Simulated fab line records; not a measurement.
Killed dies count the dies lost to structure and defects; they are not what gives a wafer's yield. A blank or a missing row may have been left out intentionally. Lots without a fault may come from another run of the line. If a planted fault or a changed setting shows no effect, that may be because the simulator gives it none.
Which tool is to blame? ; flow gf180mcu ; 7 lots with 20 wafers sampled at 3 steps, on a route of 602 steps

WHAT EACH GAUGE READ, for each wafer
GF_NSD_CD_MEAS_07 targets a cd of 400 nm.
lot;measured;on;cd_nm (nm)
L930;day 14 01:04;cd_sem-01;399.4 399.4 397.3
L931;day 14 09:40;cd_sem-01;399.6 400.9 398.4
L935;day 16 01:34;cd_sem-01;404.7 371.8
L943;day 18 20:41;cd_sem-01;399.6 399.7 400.6
L945;day 19 12:01;cd_sem-02;403.5 403.6 401.2
L947;day 20 10:42;cd_sem-01;401.1 400.7 401.4
L949;day 21 02:31;cd_sem-02;399.3 396.9 396.8

TOOL THAT RAN EACH LOT (tool first, then ch and the chambers of the sampled wafers, then the start)
lot;GF_POLY_GATE_STRIP_14;GF_NSD_DEVELOP_06
L930;plasma_asher-03 ch 0,1, day 9 22:07;litho_track-03 ch 0, day 14 00:55
L931;plasma_asher-01 ch 0,1, day 10 03:15;litho_track-03 ch 0, day 14 09:31
L935;plasma_asher-03 ch 0,1, day 11 14:40;litho_track-03 ch 0, day 16 01:25
L943;plasma_asher-01 ch 0,1, day 13 21:13;litho_track-04 ch 0, day 18 20:32
L945;plasma_asher-01 ch 0,1, day 14 11:37;litho_track-04 ch 0, day 19 11:52
L947;plasma_asher-02 ch 0,1, day 15 05:55;litho_track-04 ch 0, day 20 10:32
L949;plasma_asher-01 ch 0,1, day 15 16:34;litho_track-04 ch 0, day 21 02:22
- GF_POLY_GATE_STRIP_14: strips in O2/N2.
- GF_NSD_DEVELOP_06: develop time 60 s.

THE ANSWER, worked out from the rows above alone
Rule: what is usual is taken from the lots themselves. The widest of any qualifying gaps counts: lots, ordered by their means at a reading, are off when they make up no more than a third of the lots, leave a main group of 4 or more, and stand apart from it by 3 or more times the standard deviation of that group's means. A main group whose means are all the same, to the digits that the tables above print for the reading, isn't used. Also off: a lot with no number at a reading for which 4 or more lots have one. All remaining lots with rows at the step are treated as sound.
Off: L935, at GF_NSD_CD_MEAS_07 (cd_nm). For the main group the mean is 400.0 nm and the standard deviation 1.6.
If a tool, at a process step before that reading, ran all the lots that are off and no sound lot after the first of them, it fits. The gauges at GF_NSD_CD_MEAS_07 are tried like those tools. Can't be told from this: 2 tools fit, plasma_asher-03 at GF_POLY_GATE_STRIP_14, litho_track-03 at GF_NSD_DEVELOP_06.

WHAT WAS PUT IN BY THE SIMULATOR
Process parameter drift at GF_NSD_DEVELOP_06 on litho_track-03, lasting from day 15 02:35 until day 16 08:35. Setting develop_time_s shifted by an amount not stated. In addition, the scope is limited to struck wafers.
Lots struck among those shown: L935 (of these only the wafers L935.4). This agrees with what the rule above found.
